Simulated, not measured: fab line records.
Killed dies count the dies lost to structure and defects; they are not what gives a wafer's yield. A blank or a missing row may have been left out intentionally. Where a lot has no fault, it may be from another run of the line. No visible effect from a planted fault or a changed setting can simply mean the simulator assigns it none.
A struck lot beside a sound one | flow gf180mcu | 18 out of 602 route steps
Sound: these wafers, L507.3, L507.5, L507.6. Wafers L511.1, L511.2, L511.6 were the ones struck. The cause is named last.
Each step with rows lists, per side, the tool, then ch with its chambers, then its first start. Under that, the readings that differ: sound wafers | struck wafers | difference of the means | sigmas: that difference in standard deviations of wafers without a fault.
alike: readings whose means differ by less than 2 such deviations, and words and numbers that are the same on both sides. not compared: withheld readings, readings that some wafer has no value for, bounds like >300 that may hide the same value, and numbers for which the record gives no deviation and whose values overlap.
A row with sigmas, a row that says differs or no value, or rows on one side alone: a step with any of these is where the two part. Non-overlapping numbers with no deviation appear without sigmas and do not part them. A reading that every wafer of one side lacks parts them only if that side has two wafers or more.

first, 7 steps without rows for these wafers: GF_VT_IMPLANT_DEHYDRATE_33 (time 60 s); GF_VT_IMPLANT_HMDS_34 (prime time 60 s); GF_VT_IMPLANT_COAT_35 (resist thk 1000 nm); GF_VT_IMPLANT_SOFTBAKE_36 (time 60 s); GF_VT_IMPLANT_EXPOSE_37 (exposes mask Nwell HV AREA, target cd 860 nm); GF_VT_IMPLANT_PEB_38; GF_VT_IMPLANT_DEVELOP_39 (develop time 60 s).
GF_VT_IMPLANT_OVL_MEAS_40:
  struck on overlay-01, day 9 07:04; sound on overlay-02, day 8 03:53
  alike: VT_IMPLANT_03_OVL
following that, these wafers have no rows for 1 step: GF_VT_IMPLANT_IMPLANT_41.
GF_VT_IMPLANT_STRIP_42: strips in O2/N2.
  sound on plasmaAsher-02 ch 0,1, day 8 04:05; struck on plasmaAsher-04 ch 0,1, day 9 07:16
  alike: drypumpMotorCurrentA, heaterPowerW, oesProductAu, stripTimeToEndpointS
  not compared: rfHoursCounterH
GF_VT_IMPLANT_TW_MEAS_43:
  struck on filmMetro-02, day 9 07:22; sound on filmMetro-02, day 8 04:11
  alike: VT_IMPLANT_4_TW
then, 1 step without rows for these wafers: GF_VT_IMPLANT_CLEAN_44 (cleans in SC1/SC2, time 150 s).
GF_VT_IMPLANT_RTA_45: time 30 s.
  struck on rtpAnneal-01, day 9 07:28; sound on rtpAnneal-01 ch 0, day 8 04:18
  no value came back on the struck wafers for annealTempCMax, chamberO2Ppm, lampPowerPct (%), wafer_temp_C_max; on the sound wafers annealTempCMax reads 1053.6 1053.7 1054.3
GF_VT_IMPLANT_RS_MEAS_46: measurement is done with a four-point probe.
  struck on filmMetro-01, day 9 07:34; sound on filmMetro-03, day 8 04:25
reading          | sound             | struck            | difference | sigmas
MVSD_RS (ohm/sq) | 458.3 458.4 457.8 | 133.0 132.8 133.0 | -325.2     | -99 or more
GF_VT_IMPLANT_RS_MEAS_47: measurement is done with a four-point probe.
  struck on filmMetro-01, day 9 07:41; sound on filmMetro-03, day 8 04:32
reading           | sound             | struck            | difference | sigmas
NWELL_RS (ohm/sq) | 486.0 486.7 486.7 | 133.0 132.8 132.8 | -353.6     | -99 or more
GF_VT_IMPLANT_RS_MEAS_48: measurement is done with a four-point probe.
  struck on filmMetro-01, day 9 07:49; sound on filmMetro-03, day 8 04:39
reading             | sound          | struck      | difference | sigmas
LVPWELL_RS (ohm/sq) | 1189 1195 1194 | 133 133 133 | -1060      | -99 or more
GF_VT_IMPLANT_RS_MEAS_49: measurement is done with a four-point probe.
  struck on filmMetro-01, day 9 07:56; sound on filmMetro-03, day 8 04:46
reading           | sound          | struck      | difference | sigmas
MVPSD_RS (ohm/sq) | 1174 1169 1167 | 133 133 133 | -1037      | -99 or more
then, 1 step without rows for these wafers: GF_VT_IMPLANT_WET_ETCH_50 (etches SiO2 in dHF, target depth 20 nm, time 400 s).

## WHERE THEY PART
Last at GF_VT_IMPLANT_RS_MEAS_49 as far as this record goes, first at GF_VT_IMPLANT_RTA_45.

WHY: what the simulator had put in
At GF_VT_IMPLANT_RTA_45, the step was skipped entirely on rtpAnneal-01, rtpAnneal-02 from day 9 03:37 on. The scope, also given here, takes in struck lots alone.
